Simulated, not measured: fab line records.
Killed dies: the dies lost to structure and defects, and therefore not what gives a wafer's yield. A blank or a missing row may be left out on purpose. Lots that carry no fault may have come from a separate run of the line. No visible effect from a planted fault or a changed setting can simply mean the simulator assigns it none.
8D (eight disciplines) problem report, filled in by code	flow sky130	the parts of the form that need people (team, actions taken, sign-off) are left out

1. THE PROBLEM
Mean POLY_GATE_OXIDATION_THK at SKY_POLY_GATE_THK_MEAS_21: 4.56 nm over 6 wafers in 2 lots; fault-free wafers: 3.99 nm, standard deviation 0.079. That is +7.2 standard deviations from the usual mean.
The first sign was on wafer L664.2 at day 20 09:43, on film-metro-04. At this step, 39 wafers from 13 lots have a number in the record. By rule, "out" or "out of limits" means more than 4 standard deviations away from the usual mean. The rest of the wafers with a number are treated as sound.

2. WHAT IT IS; WHAT IT IS NOT
question	is	is not
which readings at this step	POLY_GATE_OXIDATION_THK	-
which lots	L664, L667	L654, L655, L656, L658, L660, L661, L669, L672, L674, L675, L677
which wafers of those lots	all that have a number	-
read on which gauges	film-metro-03, film-metro-04	film-metro-02
when	from day 20 09:43	up to then (18 sound wafers); but 15 sound wafers of L669, L672, L674, L675, L677 came after

3. SUSPECTS, AND WHAT RULES EACH OUT
Counting: a tool at any process step up to the reading remains a suspect when it ran all the lots that are out and ran no sound lot after the first of those.
- the gauge at SKY_POLY_GATE_THK_MEAS_21 is ruled out. 2 gauges (film-metro-03, film-metro-04) read the wafers that are out.
- furnace-02 at SKY_POLY_GATE_OXIDATION_20 (stabilise 600 s, purge 300 s, target thk 4 nm): ruled out as a lasting fault. The sound lots L675 went through it after L664, its earliest lot that is out (day 20 08:28).
Left after counting: nothing in the record.

4. THE CAUSE (what the simulator had put in)
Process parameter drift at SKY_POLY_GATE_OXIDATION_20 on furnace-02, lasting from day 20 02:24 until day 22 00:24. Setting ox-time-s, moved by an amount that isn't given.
The count ruled it out by mistake, since the rule takes a fault to strike every lot its tool runs from the start of the fault on, and this one did not do so.

5. SEQUENCE OF EFFECTS, ordered by route
Each row: a reading where the mean over the struck wafers with a number is more than 3 standard deviations away from the usual. Readings are gone through only where the record gives a usual standard deviation; hours: the median, over the lots, of the time from a lot's start at the first step in this table giving one to that lot's start at this step; sigmas: the change measured in usual standard deviations.
hours	step	reading	usual	on struck wafers	change	sigmas
0	SKY_POLY_GATE_THK_MEAS_21	POLY_GATE_OXIDATION_THK	3.99 nm	4.56	+0.57	+7.2
Later measuring or inspecting steps at which every struck wafer that the step has a row for has a number for every such reading, and none has moved that far: SKY_LDD_N_TW_MEAS_17.

6. HOW IT WOULD HAVE BEEN CAUGHT EARLIER
The first out-of-limits reading at a measuring or inspecting step in this record came at day 20 09:43, 7 hours after the fault's start at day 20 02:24.
Tool readings at SKY_POLY_GATE_OXIDATION_20 with a usual standard deviation given in the record: none out on any struck wafer, hence no alarm at a limit of 4 standard deviations on them.
